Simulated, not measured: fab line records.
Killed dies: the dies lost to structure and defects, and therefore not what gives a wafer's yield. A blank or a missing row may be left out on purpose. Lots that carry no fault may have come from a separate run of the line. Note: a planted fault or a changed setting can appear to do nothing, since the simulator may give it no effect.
A struck lot beside a sound one | flow sky130 | 15 steps out of a route of 708
Sound: the wafers L432.2, L432.4, L432.5. The struck wafers were L428.1, L428.4, L428.5. Last of all comes the cause.
Each step with rows lists, per side, the tool, then ch with its chambers, then its first start. Under that, the readings that differ: sound wafers | struck wafers | difference of the means | sigmas: that difference in standard deviations of wafers without a fault.
alike: same words and numbers on both sides, and readings whose means sit less than 2 such deviations apart. not compared: any withheld reading, any reading some wafer has no value for, any bound like >300 that may hide the same value, and any number with overlapping values for which the record gives no deviation.
The two part at a step that has a row with sigmas, a row that says differs or no value, or rows on one side only. Numbers that have no deviation but don't overlap get no sigmas and don't part them. A reading that every wafer of one side lacks parts them only if that side has two wafers or more.

first, 1 step without rows for these wafers: SKY_FIELD_ISO_OXIDATION_22 (stabilise 600 s, purge 300 s, target thk 10 nm).
SKY_FIELD_ISO_THK_MEAS_23:
  sound on film-metro-02, day 5 10:52; struck on film-metro-03, day 4 13:05
  alike: FIELD_ISO_OXIDATION_01_THK
then, 1 step without rows for these wafers: SKY_FIELD_ISO_CVD_24 (deposits SiO2, target thk 595 nm, time 99.2 s).
SKY_FIELD_ISO_THK_MEAS_25:
  sound on film-metro-04, day 5 10:59; struck on film-metro-04, day 4 13:16
  alike: FIELD_ISO_CVD_24_THK
then, 1 step without rows for these wafers: SKY_FIELD_ISO_ANNEAL_26 (time 1800 s).
SKY_FIELD_ISO_CMP_27: polishes, stops on Si3N4, t overpolish 16 s, target thk 457.8 nm.
  sound on cmp-01 ch 0,1,2, day 5 15:01; struck on cmp-02 ch 1,2, day 4 14:49
  alike: motor-current-A, overpolish-run-s, platen-rpm, time-to-endpoint-s
then, 5 steps without rows for these wafers: SKY_FIELD_ISO_WET_ETCH_28 (etches SiO2 in dHF, target depth 23.7 nm, time 47 s); SKY_FIELD_ISO_WET_ETCH_29 (etches Si3N4 in H3PO4, target depth 160 nm, time 1825 s); SKY_FIELD_ISO_WET_ETCH_30 (etches SiO2 in dHF, target depth 25 nm, time 50 s); SKY_NWELL_CLEAN_00 (cleans in SC1/SC2, time 150 s); SKY_NWELL_OXIDATION_01 (stabilise 600 s, purge 300 s, target thk 10 nm).
SKY_NWELL_THK_MEAS_02:
  sound on film-metro-03, day 5 19:28; struck on film-metro-01, day 4 17:22
  alike: NWELL_OXIDATION_THK
SKY_DNWELL_DEHYDRATE_00: time 60 s.
  sound on litho-track-02 ch 0, day 6 04:40; struck on litho-track-03 ch 0, day 5 01:52
  reading                  | sound                | struck               | difference                    | sigmas
  heater-power-total-W (W) | 160.21 160.37 160.24 | 168.55 168.22 168.50 | +8.15                         | +63
  plate-temp-C (C)         | 199.85 199.83 199.94 | - - -                | no value on the struck wafers |
then, 1 step without rows for these wafers: SKY_DNWELL_HMDS_01 (prime time 60 s).
-- the record jumps here: 43 days lie between the struck wafers' starts before and after (it left off in module DNWELL and takes up again in module PAD_OPEN, whose first step shown is number 708 of the route) --
SKY_PAD_OPEN_PROBE_99:
  sound on prober-01, day 49 02:46; struck on prober-01, day 48 01:07
  alike: killed_at_M0_to_M3, killed_at_M4_up, killed-at-contacts, killed-at-front-end, killed-at-other, killed-dies, killed-open, killed-short

== WHERE THEY PART ==
At SKY_DNWELL_DEHYDRATE_00 and nowhere else, as far as this record goes. Later steps at which nothing parts them and some readings are alike: SKY_PAD_OPEN_PROBE_99.

WHY: what the simulator had put in
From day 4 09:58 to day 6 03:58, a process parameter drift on litho-track-03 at SKY_DNWELL_DEHYDRATE_00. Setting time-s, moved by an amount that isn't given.
